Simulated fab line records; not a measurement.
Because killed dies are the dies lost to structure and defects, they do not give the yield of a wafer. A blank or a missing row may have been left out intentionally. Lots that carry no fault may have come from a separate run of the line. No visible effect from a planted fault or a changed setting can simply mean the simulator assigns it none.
Which of the tools did it?	flow sky130	Sampling: 13 lots, 39 wafers, 4 of 708 route steps

## WHAT EACH GAUGE READ, for each wafer
SKY_LI_CONTACT_OVL_MEAS_13. Usual: LI_CONTACT_OVL gives -4 nm (standard deviation 5.6).
lot	measured	on	LI_CONTACT_OVL (nm)	flag
L220	day 30 15:52	overlay-02	-4 1 1	
L221	day 30 17:46	overlay-02	-2 1 3	
L222	day 31 03:54	overlay-01	-5 -6 -7	
L223	day 31 16:04	overlay-02	-1 -4 1	
L224	day 31 22:13	overlay-02	6 -9 8	
L226	day 32 01:33	overlay-02	-2 -4 2	
L228	day 33 01:13	overlay-02	-4 -5 -8	
L232	day 34 02:13	overlay-02	-2 -4 -4	
L235	day 34 16:52	overlay-02	4 -10 -4	
L238	day 36 00:16	overlay-02	1 -2 -3	
L239	day 36 09:44	overlay-02	-3 -5 -2	
L241	day 36 12:38	overlay-01	-10 -9 -7	
L240	day 36 16:41	overlay-02	-4 -1 -3	

SKY_LOCAL_INTERCONNECT_RS_MEAS_01: a four-point-probe measurement. Usual: LOCAL_INTERCONNECT_TIN_RS gives 14.15 ohm/sq (standard deviation 0.15).
lot	measured	on	LOCAL_INTERCONNECT_TIN_RS (ohm/sq)	flag
L220	day 30 17:09	film-metro-01	14.46 14.17 14.01	
L221	day 30 19:04	film-metro-03	14.27 14.27 13.92	
L222	day 31 05:10	film-metro-03	14.21 14.20 13.90	
L223	day 31 17:21	film-metro-01	13.88 14.20 14.09	
L224	day 31 23:31	film-metro-01	14.16 14.05 14.10	
L226	day 32 03:05	film-metro-02	14.02 13.98 14.17	
L228	day 33 02:29	film-metro-01	14.12 14.38 14.13	
L232	day 34 03:40	film-metro-01	14.21 14.12 14.22	
L235	day 34 18:09	film-metro-01	14.39 14.16 14.46	
L238	day 36 01:32	film-metro-03	14.09 14.07 14.01	
L239	day 36 11:00	film-metro-02	14.00 13.98 14.15	
L241	day 36 13:55	film-metro-01	14.23 14.34 14.25	
L240	day 36 17:58	film-metro-02	14.11 14.16 13.80	

## WHAT TOOL EACH LOT RAN ON (gives the tool, then ch and the chambers of the sampled wafers, and finally the start)
lot	SKY_LI_CONTACT_ETCH_14	SKY_LI_CONTACT_CVD_21
L220	rie-diel-04 ch 0,1,3, day 30 15:54	cvd-w-01 ch 0,1, day 30 16:28
L221	rie-diel-04 ch 0,1,3, day 30 17:48	cvd-w-01 ch 0,1, day 30 18:22
L222	rie-diel-04 ch 0,1,3, day 31 03:56	cvd-w-01 ch 0,1, day 31 04:30
L223	rie-diel-02 ch 2,3, day 31 16:06	cvd-w-01 ch 0,1, day 31 16:40
L224	rie-diel-01 ch 0,1,2, day 31 22:15	cvd-w-02 ch 0,1, day 31 22:49
L226	rie-diel-04 ch 0,1,2, day 32 01:35	cvd-w-02 ch 0, day 32 02:09
L228	rie-diel-04 ch 0,1,3, day 33 01:16	cvd-w-01 ch 0,1, day 33 01:49
L232	rie-diel-04 ch 0,1, day 34 02:15	cvd-w-02 ch 0, day 34 02:59
L235	rie-diel-04 ch 0,1, day 34 16:54	cvd-w-01 ch 0,1, day 34 17:28
L238	rie-diel-01 ch 0,1,3, day 36 00:18	cvd-w-02 ch 0,1, day 36 00:52
L239	rie-diel-02 ch 1,2,3, day 36 09:46	cvd-w-02 ch 0,1, day 36 10:19
L241	rie-diel-02 ch 0,3, day 36 12:40	cvd-w-02 ch 0,1, day 36 13:14
L240	rie-diel-01 ch 0,3, day 36 16:43	cvd-w-01 ch 0, day 36 17:17
- SKY_LI_CONTACT_ETCH_14: etches BARC in N2/H2, stops on SiO2, time 45.9 s, target depth 60 nm.
- SKY_LI_CONTACT_CVD_21: deposits W, target thk 400 nm, time 120.56 s.

## AS READ BY THE TOOLS THEMSELVES (means over the sampled wafers that have a number; for cases with no such wafer, the mark the record gives instead)
SKY_LI_CONTACT_ETCH_14. Usual: bias-w 100.0 W, standard deviation 0.32; drypump-motor-current-A 5.9 A, standard deviation 0.38; oes-product-au 0.855 a.u., standard deviation 0.0049; throttle-valve-pct 13.225 %, standard deviation 0.0089.
lot	tool	bias-w (W)	drypump-motor-current-A (A)	oes-product-au (a.u.)	throttle-valve-pct (%)	flag
L220	rie-diel-04	100.1	5.8	0.854	13.224	
L221	rie-diel-04	100.0	5.9	0.857	13.229	
L222	rie-diel-04	100.0	5.9	0.855	13.223	
L223	rie-diel-02	100.3	5.5	0.861	13.227	
L224	rie-diel-01	100.1	6.1	0.856	13.225	
L226	rie-diel-04	100.3	6.1	0.859	13.232	
L228	rie-diel-04	99.6	5.9	0.857	13.233	
L232	rie-diel-04	99.8	6.1	0.859	13.229	
L235	rie-diel-04	98.6	6.1	0.856	13.221	OFF
L238	rie-diel-01	100.1	6.0	0.852	13.229	
L239	rie-diel-02	100.0	5.8	0.849	13.220	
L241	rie-diel-02	100.2	5.4	0.857	13.228	
L240	rie-diel-01	99.7	6.2	0.860	13.225	

SKY_LI_CONTACT_CVD_21. Usual: heater-power-w 839 W, standard deviation 44.
lot	tool	heater-power-w (W)	flag
L220	cvd-w-01	844	
L221	cvd-w-01	814	
L222	cvd-w-01	809	
L223	cvd-w-01	855	
L224	cvd-w-02	835	
L226	cvd-w-02	872	
L228	cvd-w-01	805	
L232	cvd-w-02	891	
L235	cvd-w-01	843	
L238	cvd-w-02	862	
L239	cvd-w-02	854	
L241	cvd-w-02	839	
L240	cvd-w-01	883	

## THE ANSWER, worked out from the rows above alone
Rule: lot off if the mean of its wafers having a number is beyond 3 standard deviations from the usual mean. A lot without any number at a reading at which 4 lots or more have one is off too. Where the step has rows for the other lots, those lots are counted as sound. The gauges are gone through in route order, then the tools' own readings, and for those a lot's mean is taken as printed above. The first step at which some lot is off is used, and at that step the reading that is off furthest; a lot without a number counts as furthest.
Off: L235 (SKY_LI_CONTACT_ETCH_14, bias-w).
A tool fits if, at that step or a process step before it, it ran every lot that is off, and no sound lot after the first of them. One fits: SKY_LI_CONTACT_ETCH_14 on rie-diel-04. Its last sound lot is L232 (day 34 02:15), its first lot that is off L235 (day 34 16:54): a fault that began between those two fits.
On the lots that are off, the tool's own readings at SKY_LI_CONTACT_ETCH_14 differ by more than 5 times the standard deviation of the sound lots' means, which bears it out; bias-w reads 98.6 W there versus 100.0 W on the sound lots.

## WHAT WAS PUT IN BY THE SIMULATOR
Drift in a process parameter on rie-diel-04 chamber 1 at SKY_LI_CONTACT_ETCH_14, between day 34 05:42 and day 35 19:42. Setting bias-w, moved by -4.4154, from 100. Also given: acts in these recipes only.
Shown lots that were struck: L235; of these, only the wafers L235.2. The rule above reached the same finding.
